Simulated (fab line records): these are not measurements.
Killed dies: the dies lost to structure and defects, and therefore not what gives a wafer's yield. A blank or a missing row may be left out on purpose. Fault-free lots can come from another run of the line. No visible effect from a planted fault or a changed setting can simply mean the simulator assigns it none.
Which tool did it? + flow gf180mcu + 36 wafers from 12 lots sampled at 3 of the route's 602 steps

WHAT THE GAUGES SHOWED, per wafer
GF_V1_RS_MEAS_24: a four-point-probe measurement.
| lot  | measured     | on            | V1_W_RS (ohm/sq)  |
|------|--------------|---------------|-------------------|
| L075 | day 18 14:59 | film-metro-02 | 0.328 0.330 0.323 |
| L077 | day 19 01:05 | film-metro-03 | 0.331 0.324 0.329 |
| L079 | day 20 08:41 | film-metro-03 | 0.323 0.328 0.328 |
| L081 | day 21 11:07 | film-metro-02 | 0.324 0.323 0.323 |
| L083 | day 21 23:22 | film-metro-03 | 0.333 0.332 0.329 |
| L085 | day 22 18:14 | film-metro-03 | 0.332 0.331 0.328 |
| L087 | day 23 04:31 | film-metro-01 | 0.320 0.330 0.325 |
| L088 | day 23 21:12 | film-metro-01 | 0.323 0.321 0.323 |
| L091 | day 24 10:22 | film-metro-03 | 0.331 0.325 0.326 |
| L093 | day 24 16:15 | film-metro-03 | 0.327 0.328 0.324 |
| L095 | day 25 13:47 | film-metro-01 | 0.332 0.332 0.328 |
| L097 | day 26 01:11 | film-metro-03 | 0.329 0.333 0.325 |

WHAT TOOL EACH LOT RAN ON (gives the tool, then ch and the chambers of the sampled wafers, and finally the start)
| lot  | GF_M1_SPUTTER_00             | GF_M1_SPUTTER_03             |
|------|------------------------------|------------------------------|
| L075 | pvd-sputter-04, day 16 14:27 | pvd-sputter-04, day 16 14:37 |
| L077 | pvd-sputter-02, day 17 00:23 | pvd-sputter-02, day 17 00:33 |
| L079 | pvd-sputter-04, day 18 06:51 | pvd-sputter-04, day 18 07:01 |
| L081 | pvd-sputter-03, day 19 08:22 | pvd-sputter-03, day 19 08:32 |
| L083 | pvd-sputter-03, day 19 20:55 | pvd-sputter-03, day 19 21:04 |
| L085 | pvd-sputter-03, day 20 16:04 | pvd-sputter-03, day 20 16:14 |
| L087 | pvd-sputter-02, day 20 23:05 | pvd-sputter-02, day 21 01:57 |
| L088 | pvd-sputter-03, day 21 18:57 | pvd-sputter-03, day 21 19:07 |
| L091 | pvd-sputter-03, day 22 09:03 | pvd-sputter-03, day 22 09:13 |
| L093 | pvd-sputter-02, day 22 16:24 | pvd-sputter-02, day 22 16:34 |
| L095 | pvd-sputter-04, day 23 15:17 | pvd-sputter-04, day 23 15:26 |
| L097 | pvd-sputter-03, day 24 04:08 | pvd-sputter-03, day 24 04:18 |
- GF_M1_SPUTTER_00: material Ti, target thk 37.5 nm, time 150 s.
- GF_M1_SPUTTER_03: material Ti, target thk 10 nm, time 6.7 s.

THE ANSWER, worked out from the rows above alone
Rule: the lots themselves supply what counts as usual. The widest of any qualifying gaps counts: lots, ordered by their means at a reading, are off when they make up no more than a third of the lots, leave a main group of 4 or more, and stand apart from it by 3 or more times the standard deviation of that group's means. A main group whose means are all the same, to the digits that the tables above print for the reading, isn't used. A lot without any number at a reading at which 4 lots or more have one is off too. All remaining lots with rows at the step are treated as sound.
None of the lots is off at any reading shown; this tells nothing.

WHAT HAD BEEN PUT IN BY THE SIMULATOR
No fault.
